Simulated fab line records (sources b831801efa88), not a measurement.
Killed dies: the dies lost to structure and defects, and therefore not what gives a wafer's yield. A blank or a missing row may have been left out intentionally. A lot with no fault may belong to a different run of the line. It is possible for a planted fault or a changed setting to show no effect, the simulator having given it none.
fab line records / flow sfq_line
record lots=6 wafers=18 last_day=92
route steps=325 shown M7@285 I7@296
lots with no fault: from the same line, run without faults
start_h: start of the lot's first displayed wafer, in hours after the record's first day / wait_h: how many hours have passed since the lot's step before this one / " same as the row above / L1.1+2: several wafers, shown together as one row / - no value present, or no start provided / * or withheld: withheld / < > ~ a bound
route shown NAME@n: a module of which the file shows steps, and the number in the route of the first / usual: the fault-free wafers' mean and standard deviation / same: alike in all rows / chamber/n: place in a boat / sites: the reading at each site / _std_site: the standard deviation of these / _edge_site: outer sites' mean less inner sites' / radius_mm: how far each site lies from the wafer's centre / mask NAME#n: copy n / behind: the most recent tool/chamber to have shaped the wafer / hold: the reason the lot was held/the length of the hold in hours/how it ended / device: which transistor (n, p or np) failed to switch / end of line: at the end of the route, the tests of the same wafers / a step without rows: its recipe alone / killed: the dies lost at the first sort to structure and to defects; this is not the yield of the wafer / map: the dies of a wafer, with x for killed, . for not killed, _ for no die there
set.NAME: the setting as run; set.NAME@STEP: as run at that earlier step / model.NAME: the simulator's own value behind a step, which no gauge read
a table for each step, a row for each wafer; lots at some steps of the route
services: the hour from which a tool's chamber was out of use, counted from the record's first day as start_h (under 0 if before that day), plus the number of hours and why
## steps
# step SFQ_TRILAYER_M7_LITHO_COAT_182
# recipe resist=BARC spin_rpm=3000 resist_thk_nm=62
# step SFQ_TRILAYER_M7_LITHO_COAT_177
# recipe resist=KrF spin_rpm=3000 resist_thk_nm=600
# step SFQ_TRILAYER_M7_LITHO_SOFTBAKE_181
# recipe temp_c=withheld time_s=withheld resist=KrF
# step SFQ_TRILAYER_M7_LITHO_EXPOSE_178
# recipe mask_id=M7 na=0.6 source_shape=conventional sigma_outer=0.65 target_cd_nm=500 dose_mj=14.4
# step SFQ_TRILAYER_M7_LITHO_PEB_180
# recipe peb_temp_c=115 peb_time_s=60 resist=KrF
# step SFQ_TRILAYER_M7_LITHO_DEVELOP_179
# recipe time_s=60 resist=KrF
# step SFQ_M7_OVL_MEAS_945
# usual M7_OVL=-1/5.1
lot.wafer=L500.3 tool=overlay-01 chamber=- start_h=1906.79 wait_h=0.1 M7_OVL[nm]=-4
lot.wafer=L500.4 tool=overlay-01 chamber=- start_h=1906.79 wait_h=0.1 M7_OVL[nm]=-5
lot.wafer=L500.6 tool=overlay-01 chamber=- start_h=1906.79 wait_h=0.1 M7_OVL[nm]=-4
lot.wafer=L502.1 tool=overlay-01 chamber=- start_h=1924.20 wait_h=0.1 M7_OVL[nm]=3
lot.wafer=L502.3 tool=overlay-01 chamber=- start_h=1924.20 wait_h=0.1 M7_OVL[nm]=-4
lot.wafer=L502.6 tool=overlay-01 chamber=- start_h=1924.20 wait_h=0.1 M7_OVL[nm]=6
lot.wafer=L503.2 tool=overlay-01 chamber=- start_h=1925.41 wait_h=0.1 M7_OVL[nm]=0
lot.wafer=L503.4 tool=overlay-01 chamber=- start_h=1925.41 wait_h=0.1 M7_OVL[nm]=2
lot.wafer=L503.6 tool=overlay-01 chamber=- start_h=1925.41 wait_h=0.1 M7_OVL[nm]=-1
lot.wafer=L513.2 tool=overlay-02 chamber=- start_h=2096.70 wait_h=0.1 M7_OVL[nm]=-2
lot.wafer=L513.3 tool=overlay-02 chamber=- start_h=2096.70 wait_h=0.1 M7_OVL[nm]=-4
lot.wafer=L513.4 tool=overlay-02 chamber=- start_h=2096.70 wait_h=0.1 M7_OVL[nm]=-4
lot.wafer=L515.1 tool=overlay-01 chamber=- start_h=2100.30 wait_h=0.1 M7_OVL[nm]=-8
lot.wafer=L515.2 tool=overlay-01 chamber=- start_h=2100.30 wait_h=0.1 M7_OVL[nm]=-4
lot.wafer=L515.6 tool=overlay-01 chamber=- start_h=2100.30 wait_h=0.1 M7_OVL[nm]=-3
lot.wafer=L519.3 tool=overlay-01 chamber=- start_h=2114.71 wait_h=0.1 M7_OVL[nm]=-7
lot.wafer=L519.4 tool=overlay-01 chamber=- start_h=2114.71 wait_h=0.1 M7_OVL[nm]=-4
lot.wafer=L519.5 tool=overlay-01 chamber=- start_h=2114.71 wait_h=0.1 M7_OVL[nm]=-3
# step SFQ_TRILAYER_M7_BARC_OPEN_METAL_ETCH_229
# recipe mask_material=PR chemistry=O2 target_depth_nm=125 target=BARC icp_w=600 bias_w=80 pressure_mtorr=10 time_s=41.7
# usual chamber_pressure_mTorr=10.000/0.01 drypump_motor_current_A=5.7/0.39 oes_product_au=0.685/0.0049
lot.wafer=L500.3 tool=rie_metal-02 chamber=0 start_h=1906.84 wait_h=0.0 chamber_pressure_mTorr=10.011 drypump_motor_current_A=5.5 oes_product_au=0.687 rf_hours_counter_h=-
lot.wafer=L500.4 tool=rie_metal-02 chamber=1 start_h=1906.84 wait_h=0.0 chamber_pressure_mTorr=9.992 drypump_motor_current_A=6.3 oes_product_au=0.689 rf_hours_counter_h=-
lot.wafer=L500.6 tool=rie_metal-02 chamber=1 start_h=1906.84 wait_h=0.0 chamber_pressure_mTorr=9.990 drypump_motor_current_A=6.3 oes_product_au=0.685 rf_hours_counter_h=-
lot.wafer=L502.1 tool=rie_metal-02 chamber=0 start_h=1924.24 wait_h=0.0 chamber_pressure_mTorr=10.014 drypump_motor_current_A=5.6 oes_product_au=0.692 rf_hours_counter_h=33
lot.wafer=L502.3 tool=rie_metal-02 chamber=0 start_h=1924.24 wait_h=0.0 chamber_pressure_mTorr=10.000 drypump_motor_current_A=5.6 oes_product_au=0.683 rf_hours_counter_h=-
lot.wafer=L502.6 tool=rie_metal-02 chamber=0 start_h=1924.24 wait_h=0.0 chamber_pressure_mTorr=9.976 drypump_motor_current_A=5.5 oes_product_au=0.685 rf_hours_counter_h=-
lot.wafer=L503.2 tool=rie_metal-02 chamber=1 start_h=1925.44 wait_h=0.0 chamber_pressure_mTorr=9.997 drypump_motor_current_A=6.3 oes_product_au=0.680 rf_hours_counter_h=60
lot.wafer=L503.4 tool=rie_metal-02 chamber=1 start_h=1925.44 wait_h=0.0 chamber_pressure_mTorr=10.008 drypump_motor_current_A=6.3 oes_product_au=0.680 rf_hours_counter_h=-
lot.wafer=L503.6 tool=rie_metal-02 chamber=1 start_h=1925.44 wait_h=0.0 chamber_pressure_mTorr=10.004 drypump_motor_current_A=6.3 oes_product_au=0.680 rf_hours_counter_h=-
lot.wafer=L513.2 tool=rie_metal-04 chamber=0 start_h=2096.73 wait_h=0.0 chamber_pressure_mTorr=9.994 drypump_motor_current_A=5.4 oes_product_au=0.685 rf_hours_counter_h=81
lot.wafer=L513.3 tool=rie_metal-04 chamber=0 start_h=2096.73 wait_h=0.0 chamber_pressure_mTorr=10.007 drypump_motor_current_A=5.4 oes_product_au=0.684 rf_hours_counter_h=-
lot.wafer=L513.4 tool=rie_metal-04 chamber=1 start_h=2096.73 wait_h=0.0 chamber_pressure_mTorr=9.990 drypump_motor_current_A=5.5 oes_product_au=0.689 rf_hours_counter_h=-
lot.wafer=L515.1 tool=rie_metal-02 chamber=0 start_h=2100.33 wait_h=0.0 chamber_pressure_mTorr=9.992 drypump_motor_current_A=5.5 oes_product_au=0.683 rf_hours_counter_h=50
lot.wafer=L515.2 tool=rie_metal-02 chamber=1 start_h=2100.33 wait_h=0.0 chamber_pressure_mTorr=9.985 drypump_motor_current_A=6.3 oes_product_au=0.695 rf_hours_counter_h=80
lot.wafer=L515.6 tool=rie_metal-02 chamber=0 start_h=2100.33 wait_h=0.0 chamber_pressure_mTorr=9.980 drypump_motor_current_A=5.6 oes_product_au=0.688 rf_hours_counter_h=-
lot.wafer=L519.3 tool=rie_metal-02 chamber=0 start_h=2114.75 wait_h=0.0 chamber_pressure_mTorr=9.995 drypump_motor_current_A=5.5 oes_product_au=0.684 rf_hours_counter_h=-
lot.wafer=L519.4 tool=rie_metal-02 chamber=1 start_h=2114.75 wait_h=0.0 chamber_pressure_mTorr=9.992 drypump_motor_current_A=6.3 oes_product_au=0.693 rf_hours_counter_h=-
lot.wafer=L519.5 tool=rie_metal-02 chamber=1 start_h=2114.75 wait_h=0.0 chamber_pressure_mTorr=9.998 drypump_motor_current_A=6.3 oes_product_au=0.680 rf_hours_counter_h=-
# step SFQ_TRILAYER_M7_ETCH_METAL_ETCH_180
# recipe target=Nb stop_on=SiO2 mask_material=PR chemistry=Cl2/Ar target_depth_nm=240 icp_w=600 bias_w=80 pressure_mtorr=10 time_s=120
# usual chamber_pressure_mTorr=10.000/0.0094 drypump_motor_current_A=5.7/0.39 oes_product_au=0.897/0.0077
lot.wafer=L500.3 tool=rie_metal-02 chamber=0 start_h=1906.95 wait_h=0.1 chamber_pressure_mTorr=9.999 drypump_motor_current_A=5.6 oes_product_au=0.895 rf_hours_counter_h=-
lot.wafer=L500.4 tool=rie_metal-02 chamber=1 start_h=1906.95 wait_h=0.1 chamber_pressure_mTorr=10.006 drypump_motor_current_A=6.3 oes_product_au=0.918 rf_hours_counter_h=-
lot.wafer=L500.6 tool=rie_metal-02 chamber=1 start_h=1906.95 wait_h=0.1 chamber_pressure_mTorr=9.985 drypump_motor_current_A=6.3 oes_product_au=0.899 rf_hours_counter_h=-
lot.wafer=L502.1 tool=rie_metal-02 chamber=0 start_h=1924.30 wait_h=0.0 chamber_pressure_mTorr=10.014 drypump_motor_current_A=5.5 oes_product_au=0.886 rf_hours_counter_h=33
lot.wafer=L502.3 tool=rie_metal-02 chamber=0 start_h=1924.30 wait_h=0.0 chamber_pressure_mTorr=9.992 drypump_motor_current_A=5.6 oes_product_au=0.891 rf_hours_counter_h=-
lot.wafer=L502.6 tool=rie_metal-02 chamber=0 start_h=1924.30 wait_h=0.0 chamber_pressure_mTorr=10.003 drypump_motor_current_A=5.5 oes_product_au=0.894 rf_hours_counter_h=-
lot.wafer=L503.2 tool=rie_metal-02 chamber=1 start_h=1925.50 wait_h=0.0 chamber_pressure_mTorr=10.002 drypump_motor_current_A=6.3 oes_product_au=0.887 rf_hours_counter_h=60
lot.wafer=L503.4 tool=rie_metal-02 chamber=1 start_h=1925.50 wait_h=0.0 chamber_pressure_mTorr=9.998 drypump_motor_current_A=6.3 oes_product_au=0.900 rf_hours_counter_h=-
lot.wafer=L503.6 tool=rie_metal-02 chamber=1 start_h=1925.50 wait_h=0.0 chamber_pressure_mTorr=9.992 drypump_motor_current_A=6.3 oes_product_au=0.904 rf_hours_counter_h=-
lot.wafer=L513.2 tool=rie_metal-04 chamber=0 start_h=2096.79 wait_h=0.0 chamber_pressure_mTorr=10.006 drypump_motor_current_A=5.4 oes_product_au=0.894 rf_hours_counter_h=81
lot.wafer=L513.3 tool=rie_metal-04 chamber=0 start_h=2096.79 wait_h=0.0 chamber_pressure_mTorr=10.007 drypump_motor_current_A=5.4 oes_product_au=0.909 rf_hours_counter_h=-
lot.wafer=L513.4 tool=rie_metal-04 chamber=1 start_h=2096.79 wait_h=0.0 chamber_pressure_mTorr=10.019 drypump_motor_current_A=5.5 oes_product_au=0.895 rf_hours_counter_h=-
lot.wafer=L515.1 tool=rie_metal-02 chamber=0 start_h=2100.39 wait_h=0.0 chamber_pressure_mTorr=9.990 drypump_motor_current_A=5.5 oes_product_au=0.879 rf_hours_counter_h=50
lot.wafer=L515.2 tool=rie_metal-02 chamber=1 start_h=2100.39 wait_h=0.0 chamber_pressure_mTorr=10.007 drypump_motor_current_A=6.3 oes_product_au=0.902 rf_hours_counter_h=80
lot.wafer=L515.6 tool=rie_metal-02 chamber=0 start_h=2100.39 wait_h=0.0 chamber_pressure_mTorr=10.017 drypump_motor_current_A=5.5 oes_product_au=0.903 rf_hours_counter_h=-
lot.wafer=L519.3 tool=rie_metal-02 chamber=0 start_h=2114.84 wait_h=0.1 chamber_pressure_mTorr=10.000 drypump_motor_current_A=5.5 oes_product_au=0.912 rf_hours_counter_h=-
lot.wafer=L519.4 tool=rie_metal-02 chamber=1 start_h=2114.84 wait_h=0.1 chamber_pressure_mTorr=9.996 drypump_motor_current_A=6.3 oes_product_au=0.901 rf_hours_counter_h=-
lot.wafer=L519.5 tool=rie_metal-02 chamber=1 start_h=2114.84 wait_h=0.1 chamber_pressure_mTorr=10.001 drypump_motor_current_A=6.3 oes_product_au=0.892 rf_hours_counter_h=-
# step SFQ_TRILAYER_M7_STRIP_STRIP_181
# recipe gas=O2 power_w=200 platen_temp_c=40 overash_fraction=0.65 chemistry=O2 pressure_mtorr=50
# usual chamber_pressure_mTorr=50.00/0.045 drypump_motor_current_A=5.7/0.39 oes_product_au=0.997/0.011
# same overash_fraction=0.65
lot.wafer=L500.3 tool=rie_metal-02 chamber=0 start_h=1907.33 wait_h=0.3 chamber_pressure_mTorr=50.06 drypump_motor_current_A=5.5 oes_product_au=0.995 rf_hours_counter_h=-
lot.wafer=L500.4 tool=rie_metal-02 chamber=1 start_h=1907.33 wait_h=0.3 chamber_pressure_mTorr=50.00 drypump_motor_current_A=6.3 oes_product_au=1.009 rf_hours_counter_h=-
lot.wafer=L500.6 tool=rie_metal-02 chamber=1 start_h=1907.33 wait_h=0.3 chamber_pressure_mTorr=49.94 drypump_motor_current_A=6.3 oes_product_au=1.000 rf_hours_counter_h=-
lot.wafer=L502.1 tool=rie_metal-02 chamber=0 start_h=1924.42 wait_h=0.1 chamber_pressure_mTorr=50.02 drypump_motor_current_A=5.5 oes_product_au=0.997 rf_hours_counter_h=33
lot.wafer=L502.3 tool=rie_metal-02 chamber=0 start_h=1924.42 wait_h=0.1 chamber_pressure_mTorr=49.99 drypump_motor_current_A=5.5 oes_product_au=0.995 rf_hours_counter_h=-
lot.wafer=L502.6 tool=rie_metal-02 chamber=0 start_h=1924.42 wait_h=0.1 chamber_pressure_mTorr=50.03 drypump_motor_current_A=5.5 oes_product_au=1.014 rf_hours_counter_h=-
lot.wafer=L503.2 tool=rie_metal-02 chamber=1 start_h=1925.62 wait_h=0.1 chamber_pressure_mTorr=50.00 drypump_motor_current_A=6.3 oes_product_au=1.015 rf_hours_counter_h=60
lot.wafer=L503.4 tool=rie_metal-02 chamber=1 start_h=1925.62 wait_h=0.1 chamber_pressure_mTorr=50.04 drypump_motor_current_A=6.3 oes_product_au=1.007 rf_hours_counter_h=-
lot.wafer=L503.6 tool=rie_metal-02 chamber=1 start_h=1925.62 wait_h=0.1 chamber_pressure_mTorr=49.98 drypump_motor_current_A=6.3 oes_product_au=1.006 rf_hours_counter_h=-
lot.wafer=L513.2 tool=rie_metal-04 chamber=0 start_h=2096.92 wait_h=0.1 chamber_pressure_mTorr=50.05 drypump_motor_current_A=5.4 oes_product_au=1.007 rf_hours_counter_h=82
lot.wafer=L513.3 tool=rie_metal-04 chamber=0 start_h=2096.92 wait_h=0.1 chamber_pressure_mTorr=50.01 drypump_motor_current_A=5.4 oes_product_au=1.002 rf_hours_counter_h=-
lot.wafer=L513.4 tool=rie_metal-04 chamber=1 start_h=2096.92 wait_h=0.1 chamber_pressure_mTorr=50.02 drypump_motor_current_A=5.5 oes_product_au=0.993 rf_hours_counter_h=-
lot.wafer=L515.1 tool=rie_metal-02 chamber=0 start_h=2100.52 wait_h=0.1 chamber_pressure_mTorr=49.98 drypump_motor_current_A=5.5 oes_product_au=1.000 rf_hours_counter_h=50
lot.wafer=L515.2 tool=rie_metal-02 chamber=1 start_h=2100.52 wait_h=0.1 chamber_pressure_mTorr=49.96 drypump_motor_current_A=6.3 oes_product_au=0.994 rf_hours_counter_h=81
lot.wafer=L515.6 tool=rie_metal-02 chamber=0 start_h=2100.52 wait_h=0.1 chamber_pressure_mTorr=50.07 drypump_motor_current_A=5.5 oes_product_au=0.995 rf_hours_counter_h=-
lot.wafer=L519.3 tool=rie_metal-02 chamber=0 start_h=2115.12 wait_h=0.2 chamber_pressure_mTorr=49.90 drypump_motor_current_A=5.5 oes_product_au=0.990 rf_hours_counter_h=-
lot.wafer=L519.4 tool=rie_metal-02 chamber=1 start_h=2115.12 wait_h=0.2 chamber_pressure_mTorr=50.05 drypump_motor_current_A=6.3 oes_product_au=0.999 rf_hours_counter_h=-
lot.wafer=L519.5 tool=rie_metal-02 chamber=1 start_h=2115.12 wait_h=0.2 chamber_pressure_mTorr=49.94 drypump_motor_current_A=6.3 oes_product_au=0.993 rf_hours_counter_h=-
# step SFQ_TRILAYER_M7_STRIP_SOLV_CLEAN_182
# recipe chemistry=NMP temp_c=70 time_s=600
# step SFQ_TRILAYER_I7_DEP_PECVD_183
# recipe material=SiO2 temp_c=150 time_s=111.11 pressure_torr=2.4 rf_w=183.3 precursor=SiH4/N2O target_thk_nm=500
# usual heater_power_w=74/10 susceptor_temp_C=150.02/0.15 throttle_valve_pct=24.3/1.5
lot.wafer=L500.3 tool=pecvd-01 chamber=1 start_h=1908.04 wait_h=0.0 heater_power_w=74 susceptor_temp_C=150.16 throttle_valve_pct=24.7
lot.wafer=L500.4 tool=pecvd-01 chamber=1 start_h=1908.04 wait_h=0.0 heater_power_w=79 susceptor_temp_C=150.18 throttle_valve_pct=24.7
lot.wafer=L500.6 tool=pecvd-01 chamber=2 start_h=1908.04 wait_h=0.0 heater_power_w=91 susceptor_temp_C=149.79 throttle_valve_pct=26.0
lot.wafer=L502.1 tool=pecvd-02 chamber=1 start_h=1925.25 wait_h=0.0 heater_power_w=56 susceptor_temp_C=150.10 throttle_valve_pct=22.9
lot.wafer=L502.3 tool=pecvd-02 chamber=2 start_h=1925.25 wait_h=0.0 heater_power_w=64 susceptor_temp_C=150.12 throttle_valve_pct=23.3
lot.wafer=L502.6 tool=pecvd-02 chamber=2 start_h=1925.25 wait_h=0.0 heater_power_w=66 susceptor_temp_C=150.01 throttle_valve_pct=23.1
lot.wafer=L503.2 tool=pecvd-01 chamber=0 start_h=1926.45 wait_h=0.0 heater_power_w=81 susceptor_temp_C=150.11 throttle_valve_pct=25.1
lot.wafer=L503.4 tool=pecvd-01 chamber=2 start_h=1926.45 wait_h=0.0 heater_power_w=88 susceptor_temp_C=150.25 throttle_valve_pct=26.0
lot.wafer=L503.6 tool=pecvd-01 chamber=0 start_h=1926.45 wait_h=0.0 heater_power_w=84 susceptor_temp_C=150.10 throttle_valve_pct=25.1
lot.wafer=L513.2 tool=pecvd-04 chamber=1 start_h=2097.87 wait_h=0.0 heater_power_w=86 susceptor_temp_C=149.88 throttle_valve_pct=23.7
lot.wafer=L513.3 tool=pecvd-04 chamber=0 start_h=2097.87 wait_h=0.0 heater_power_w=67 susceptor_temp_C=149.87 throttle_valve_pct=22.7
lot.wafer=L513.4 tool=pecvd-04 chamber=1 start_h=2097.87 wait_h=0.0 heater_power_w=88 susceptor_temp_C=149.89 throttle_valve_pct=23.5
lot.wafer=L515.1 tool=pecvd-04 chamber=2 start_h=2101.29 wait_h=0.0 heater_power_w=69 susceptor_temp_C=149.93 throttle_valve_pct=22.3
lot.wafer=L515.2 tool=pecvd-04 chamber=1 start_h=2101.29 wait_h=0.0 heater_power_w=86 susceptor_temp_C=149.87 throttle_valve_pct=23.6
lot.wafer=L515.6 tool=pecvd-04 chamber=1 start_h=2101.29 wait_h=0.0 heater_power_w=89 susceptor_temp_C=150.02 throttle_valve_pct=23.5
lot.wafer=L519.3 tool=pecvd-04 chamber=1 start_h=2115.71 wait_h=0.0 heater_power_w=83 susceptor_temp_C=149.92 throttle_valve_pct=23.5
lot.wafer=L519.4 tool=pecvd-04 chamber=1 start_h=2115.71 wait_h=0.0 heater_power_w=87 susceptor_temp_C=149.91 throttle_valve_pct=23.4
lot.wafer=L519.5 tool=pecvd-04 chamber=2 start_h=2115.71 wait_h=0.0 heater_power_w=63 susceptor_temp_C=150.00 throttle_valve_pct=22.5
# step SFQ_TRILAYER_I7_CMP_CMP_184
# recipe material=SiO2 down_force_psi=3 platen_rpm=60 pad_velocity_m_s=0.94248
# usual head_pressure_psi=3.000/0.0061 motor_current_A=10.3/0.72 slurry_filter_dp_kPa=13.50/0.16 time_to_endpoint_s=213/6.5
lot.wafer=L500.4 tool=cmp-01 chamber=1 start_h=1908.12 wait_h=0.0 head_pressure_psi=2.998 motor_current_A=9.6 slurry_filter_dp_kPa=13.49 time_to_endpoint_s=210
lot.wafer=L500.3 tool=cmp-01 chamber=0 start_h=1909.62 wait_h=1.5 head_pressure_psi=2.999 motor_current_A=10.1 slurry_filter_dp_kPa=13.49 time_to_endpoint_s=210
lot.wafer=L500.6 tool=cmp-01 chamber=2 start_h=1910.62 wait_h=2.5 head_pressure_psi=3.003 motor_current_A=11.5 slurry_filter_dp_kPa=13.78 time_to_endpoint_s=216
lot.wafer=L502.3 tool=cmp-01 chamber=1 start_h=1926.61 wait_h=1.3 head_pressure_psi=2.314 motor_current_A=9.0 slurry_filter_dp_kPa=13.59 time_to_endpoint_s=275
lot.wafer=L502.1 tool=cmp-01 chamber=3 start_h=1927.61 wait_h=2.3 head_pressure_psi=2.322 motor_current_A=8.8 slurry_filter_dp_kPa=13.46 time_to_endpoint_s=271
lot.wafer=L502.6 tool=cmp-01 chamber=2 start_h=1929.11 wait_h=3.7 head_pressure_psi=2.318 motor_current_A=10.1 slurry_filter_dp_kPa=13.72 time_to_endpoint_s=289
lot.wafer=L503.2 tool=cmp-01 chamber=2 start_h=1930.11 wait_h=3.6 head_pressure_psi=2.326 motor_current_A=10.0 slurry_filter_dp_kPa=13.71 time_to_endpoint_s=278
lot.wafer=L503.4 tool=cmp-01 chamber=3 start_h=1930.11 wait_h=3.6 head_pressure_psi=2.325 motor_current_A=8.6 slurry_filter_dp_kPa=13.51 time_to_endpoint_s=272
lot.wafer=L503.6 tool=cmp-01 chamber=2 start_h=1932.11 wait_h=5.6 head_pressure_psi=2.323 motor_current_A=9.9 slurry_filter_dp_kPa=13.37 time_to_endpoint_s=272
lot.wafer=L513.4 tool=cmp-02 chamber=1 start_h=2097.95 wait_h=0.0 head_pressure_psi=2.999 motor_current_A=9.5 slurry_filter_dp_kPa=13.55 time_to_endpoint_s=213
lot.wafer=L513.2 tool=cmp-02 chamber=3 start_h=2098.95 wait_h=1.0 head_pressure_psi=3.001 motor_current_A=11.2 slurry_filter_dp_kPa=13.35 time_to_endpoint_s=213
lot.wafer=L513.3 tool=cmp-02 chamber=0 start_h=2098.95 wait_h=1.0 head_pressure_psi=3.001 motor_current_A=9.8 slurry_filter_dp_kPa=13.47 time_to_endpoint_s=213
lot.wafer=L515.1 tool=cmp-02 chamber=0 start_h=2101.37 wait_h=0.0 head_pressure_psi=3.002 motor_current_A=10.6 slurry_filter_dp_kPa=13.55 time_to_endpoint_s=204
lot.wafer=L515.2 tool=cmp-02 chamber=1 start_h=2101.37 wait_h=0.0 head_pressure_psi=3.011 motor_current_A=9.4 slurry_filter_dp_kPa=13.61 time_to_endpoint_s=194
lot.wafer=L515.6 tool=cmp-02 chamber=0 start_h=2103.37 wait_h=2.0 head_pressure_psi=3.005 motor_current_A=10.7 slurry_filter_dp_kPa=13.39 time_to_endpoint_s=206
lot.wafer=L519.4 tool=cmp-01 chamber=1 start_h=2116.37 wait_h=0.6 head_pressure_psi=2.994 motor_current_A=10.2 slurry_filter_dp_kPa=13.63 time_to_endpoint_s=216
lot.wafer=L519.3 tool=cmp-01 chamber=3 start_h=2117.37 wait_h=1.6 head_pressure_psi=3.004 motor_current_A=10.2 slurry_filter_dp_kPa=13.64 time_to_endpoint_s=213
lot.wafer=L519.5 tool=cmp-01 chamber=2 start_h=2118.87 wait_h=3.1 head_pressure_psi=2.997 motor_current_A=11.2 slurry_filter_dp_kPa=13.57 time_to_endpoint_s=223
# step SFQ_I7_BOW_MEAS_946
# recipe mode=bow
# usual I7_BOW=7/7.8
lot.wafer=L500.3 tool=film_metro-03 chamber=- start_h=1911.16 wait_h=1.0 I7_BOW[um]=26
lot.wafer=L500.4 tool=film_metro-03 chamber=- start_h=1911.16 wait_h=1.0 I7_BOW[um]=-2
lot.wafer=L500.6 tool=film_metro-03 chamber=- start_h=1911.16 wait_h=1.0 I7_BOW[um]=14
lot.wafer=L502.1 tool=film_metro-04 chamber=- start_h=1929.61 wait_h=1.5 I7_BOW[um]=14
lot.wafer=L502.3 tool=film_metro-04 chamber=- start_h=1929.61 wait_h=1.5 I7_BOW[um]=16
lot.wafer=L502.6 tool=film_metro-04 chamber=- start_h=1929.61 wait_h=1.5 I7_BOW[um]=5
lot.wafer=L503.2 tool=film_metro-03 chamber=- start_h=1932.63 wait_h=2.0 I7_BOW[um]=9
lot.wafer=L503.4 tool=film_metro-03 chamber=- start_h=1932.63 wait_h=2.0 I7_BOW[um]=1
lot.wafer=L503.6 tool=film_metro-03 chamber=- start_h=1932.63 wait_h=2.0 I7_BOW[um]=-2
lot.wafer=L513.2 tool=film_metro-01 chamber=- start_h=2100.97 wait_h=1.5 I7_BOW[um]=11
lot.wafer=L513.3 tool=film_metro-01 chamber=- start_h=2100.97 wait_h=1.5 I7_BOW[um]=13
lot.wafer=L513.4 tool=film_metro-01 chamber=- start_h=2100.97 wait_h=1.5 I7_BOW[um]=6
lot.wafer=L515.1 tool=film_metro-01 chamber=- start_h=2104.37 wait_h=2.5 I7_BOW[um]=0
lot.wafer=L515.2 tool=film_metro-01 chamber=- start_h=2104.37 wait_h=2.5 I7_BOW[um]=14
lot.wafer=L515.6 tool=film_metro-01 chamber=- start_h=2104.37 wait_h=2.5 I7_BOW[um]=10
lot.wafer=L519.3 tool=film_metro-03 chamber=- start_h=2119.41 wait_h=1.5 I7_BOW[um]=6
lot.wafer=L519.4 tool=film_metro-03 chamber=- start_h=2119.41 wait_h=1.5 I7_BOW[um]=10
lot.wafer=L519.5 tool=film_metro-03 chamber=- start_h=2119.41 wait_h=1.5 I7_BOW[um]=4
## services
tool=cmp-01 chamber=- start_h=1887.74 hours=0.5 kind=repair
tool=pecvd-04 chamber=0 start_h=1890.98 hours=12.9 kind=repair
tool=cmp-01 chamber=- start_h=1894.73 hours=0.4 kind=repair
tool=rie_metal-02 chamber=0 start_h=1911.90 hours=3.8 kind=repair
tool=pecvd-04 chamber=1 start_h=1921.67 hours=14.4 kind=repair
tool=cmp-01 chamber=- start_h=1933.96 hours=4.1 kind=repair
tool=pecvd-01 chamber=0 start_h=1939.76 hours=3.2 kind=repair
tool=cmp-01 chamber=- start_h=1945.24 hours=4.0 kind=pm
tool=rie_metal-02 chamber=0 start_h=1945.48 hours=14.1 kind=repair
tool=pecvd-04 chamber=2 start_h=1951.91 hours=22.8 kind=repair
tool=rie_metal-02 chamber=- start_h=1955.64 hours=28.1 kind=pm
tool=cmp-01 chamber=- start_h=1958.24 hours=4.9 kind=pm
tool=pecvd-01 chamber=- start_h=1961.67 hours=1.5 kind=repair
tool=cmp-02 chamber=- start_h=1973.92 hours=2.4 kind=repair
tool=cmp-02 chamber=- start_h=1979.33 hours=7.1 kind=pm
tool=rie_metal-02 chamber=- start_h=1984.01 hours=2.4 kind=repair
tool=rie_metal-04 chamber=- start_h=2016.94 hours=2.7 kind=repair
tool=pecvd-04 chamber=- start_h=2028.81 hours=0.7 kind=repair
tool=pecvd-01 chamber=- start_h=2040.62 hours=0.8 kind=repair
tool=rie_metal-04 chamber=- start_h=2052.29 hours=1.1 kind=repair
tool=pecvd-04 chamber=- start_h=2055.75 hours=14.0 kind=pm
tool=cmp-01 chamber=- start_h=2080.47 hours=0.3 kind=repair
tool=cmp-01 chamber=- start_h=2081.34 hours=2.5 kind=repair
tool=cmp-01 chamber=- start_h=2112.02 hours=0.4 kind=repair
## key
first_sign step=SFQ_TRILAYER_I7_CMP_CMP_184 reading=head_pressure_psi direction=down sigmas=99+ usual=3.000 struck=2.321
effect step=SFQ_TRILAYER_I7_CMP_CMP_184 reading=time_to_endpoint_s direction=up sigmas=9.7 usual=* struck=*
met_at SFQ_TRILAYER_I7_CMP_CMP_184
struck_wafers L502.1,L502.3,L502.6,L503.2,L503.4,L503.6
fault kind=process_parameter_drift tool=cmp-01 chamber=- onset_h=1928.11 steps=SFQ_TRILAYER_I7_CMP_CMP_184 channel=down_force_psi offset=-0.6776 shape=step end_h=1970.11 acts_in=these_recipes_only stated=3
